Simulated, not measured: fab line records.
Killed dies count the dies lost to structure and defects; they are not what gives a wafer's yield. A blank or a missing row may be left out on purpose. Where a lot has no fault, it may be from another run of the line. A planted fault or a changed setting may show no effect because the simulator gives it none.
Shared-tool check	flow sky130	Sample size 11 lots and 33 wafers

== WHY IT WAS OPENED ==
SKY_VT_ADJUST_PCH_TW_MEAS_10, reading VT_ADJUST_PCH_TW: flagged on 2 of 11 lots. Fault-free wafers read 142.1, with a standard deviation of 1.9.
Rule: a lot is flagged when every wafer of it that has a number lies more than 4 standard deviations from that mean, or none has a number. The rest of the lots are taken to be sound.

lot	measured	on	VT_ADJUST_PCH_TW, wafer by wafer	flag
L878	day 10 01:01	filmMetro-04	140.8 140.8 141.7	
L880	day 10 23:44	filmMetro-02	144.3 144.0 144.9	
L885	day 12 07:14	filmMetro-03	141.2 140.7 141.0	
L886	day 12 15:10	filmMetro-04	141.1 140.2 140.7	
L893	day 15 07:10	filmMetro-02	229.0 229.8 228.8	FLAGGED
L894	day 16 05:25	filmMetro-03	221.4 222.6 221.3	FLAGGED
L895	day 16 15:13	filmMetro-04	140.9 140.8 141.5	
L899	day 17 08:26	filmMetro-03	140.9 140.8 141.6	
L898	day 17 11:34	filmMetro-04	140.3 140.8 140.1	
L901	day 17 18:58	filmMetro-04	141.4 140.7 141.5	
L900	day 17 20:34	filmMetro-03	140.8 141.3 141.6	
On average the flagged lots' numbers are 225.5, which is +83.4 against the usual, or +44 standard deviations.

== TOOL THAT RAN EACH LOT ==
3 process steps preceding the reading are held in the record, out of 708 steps in the route. Cell contents, in order: the tool; ch with the chambers the sampled wafers went through; the start.
lot	flag	SKY_NWELL_STRIP_25	SKY_VT_ADJUST_LVTN_STRIP_20	SKY_VT_ADJUST_HVTR_COAT_02
L878		plasmaAsher-04 ch 0,1, day 5 04:04	plasmaAsher-04 ch 0,1, day 7 09:33	lithoTrack-03 ch 0, day 8 15:25
L880		plasmaAsher-03 ch 1, day 5 20:36	plasmaAsher-04 ch 0, day 8 05:48	lithoTrack-02 ch 0, day 9 12:31
L885		plasmaAsher-04 ch 0,1, day 6 21:10	plasmaAsher-02 ch 0,1, day 9 09:30	lithoTrack-02 ch 0, day 10 19:53
L886		plasmaAsher-02 ch 0,1, day 7 01:34	plasmaAsher-01 ch 0,1, day 9 15:45	lithoTrack-02 ch 0, day 11 03:11
L893	FLAGGED	plasmaAsher-02 ch 0,1, day 9 03:00	plasmaAsher-01 ch 0,1, day 12 01:30	lithoTrack-02, day 13 14:26
L894	FLAGGED	plasmaAsher-02 ch 0,1, day 9 20:34	plasmaAsher-02 ch 0,1, day 12 21:01	lithoTrack-02, day 14 11:08
L895		plasmaAsher-04 ch 0, day 10 05:49	plasmaAsher-04 ch 0,1, day 13 07:10	lithoTrack-03 ch 0, day 14 22:04
L899		plasmaAsher-02 ch 0,1, day 10 20:05	plasmaAsher-02 ch 0,1, day 13 21:53	lithoTrack-01 ch 0, day 15 13:25
L898		plasmaAsher-04 ch 0,1, day 10 20:24	plasmaAsher-02 ch 0,1, day 13 23:12	lithoTrack-03 ch 0, day 15 15:48
L901		plasmaAsher-04 ch 0,1, day 11 05:01	plasmaAsher-01 ch 0, day 14 07:17	lithoTrack-02 ch 0, day 15 23:14
L900		plasmaAsher-02 ch 0,1, day 11 05:36	plasmaAsher-04 ch 0,1, day 14 08:55	lithoTrack-02 ch 0, day 16 00:38
What is done by these steps:
- SKY_NWELL_STRIP_25: strips in O2/N2.
- SKY_VT_ADJUST_LVTN_STRIP_20: strips in O2/N2.
- SKY_VT_ADJUST_HVTR_COAT_02: resist thk 1140 nm.
- SKY_VT_ADJUST_PCH_TW_MEAS_10

== FLAGGED OVER TOTAL, TOOL BY TOOL (the gauges that took the reading come last) ==
step	tool	lots run	flagged	share of the flagged lots	sound lots run after its first flagged lot
SKY_NWELL_STRIP_25	plasmaAsher-02	5	2	all	2 (L899,L900)
SKY_NWELL_STRIP_25	plasmaAsher-03	1	0	none	-
SKY_NWELL_STRIP_25	plasmaAsher-04	5	0	none	-
SKY_VT_ADJUST_LVTN_STRIP_20	plasmaAsher-01	3	1	some	1 (L901)
SKY_VT_ADJUST_LVTN_STRIP_20	plasmaAsher-02	4	1	some	2 (L899,L898)
SKY_VT_ADJUST_LVTN_STRIP_20	plasmaAsher-04	4	0	none	-
SKY_VT_ADJUST_HVTR_COAT_02	lithoTrack-01	1	0	none	-
SKY_VT_ADJUST_HVTR_COAT_02	lithoTrack-02	7	2	all	2 (L901,L900)
SKY_VT_ADJUST_HVTR_COAT_02	lithoTrack-03	3	0	none	-
SKY_VT_ADJUST_PCH_TW_MEAS_10	filmMetro-02	2	1	some	0
SKY_VT_ADJUST_PCH_TW_MEAS_10	filmMetro-03	4	1	some	2 (L899,L900)
SKY_VT_ADJUST_PCH_TW_MEAS_10	filmMetro-04	5	0	none	-

== WHAT THE TABLE PERMITS ==
plasmaAsher-02 at SKY_NWELL_STRIP_25 and lithoTrack-02 at SKY_VT_ADJUST_HVTR_COAT_02 are the 2 rows of the table that ran each flagged lot.
- plasmaAsher-02 at SKY_NWELL_STRIP_25 ran 5 lots, 2 of them flagged. Sound lots followed the first flagged one (L899, L900) on it, something a lasting fault affecting the whole tool could not allow.
- lithoTrack-02 at SKY_VT_ADJUST_HVTR_COAT_02 ran 7 lots, 2 of them flagged. Sound lots followed the first flagged one (L901, L900) on it, something a lasting fault affecting the whole tool could not allow. On the flagged lots its readings are blank where sound lots have values: chillPlateTempC, dispensePressureKPa, spinSpeedRpm.
There is no row in the table that ran each flagged lot and no sound lot after the first.

== WHAT THE SIMULATOR HAD INSERTED ==
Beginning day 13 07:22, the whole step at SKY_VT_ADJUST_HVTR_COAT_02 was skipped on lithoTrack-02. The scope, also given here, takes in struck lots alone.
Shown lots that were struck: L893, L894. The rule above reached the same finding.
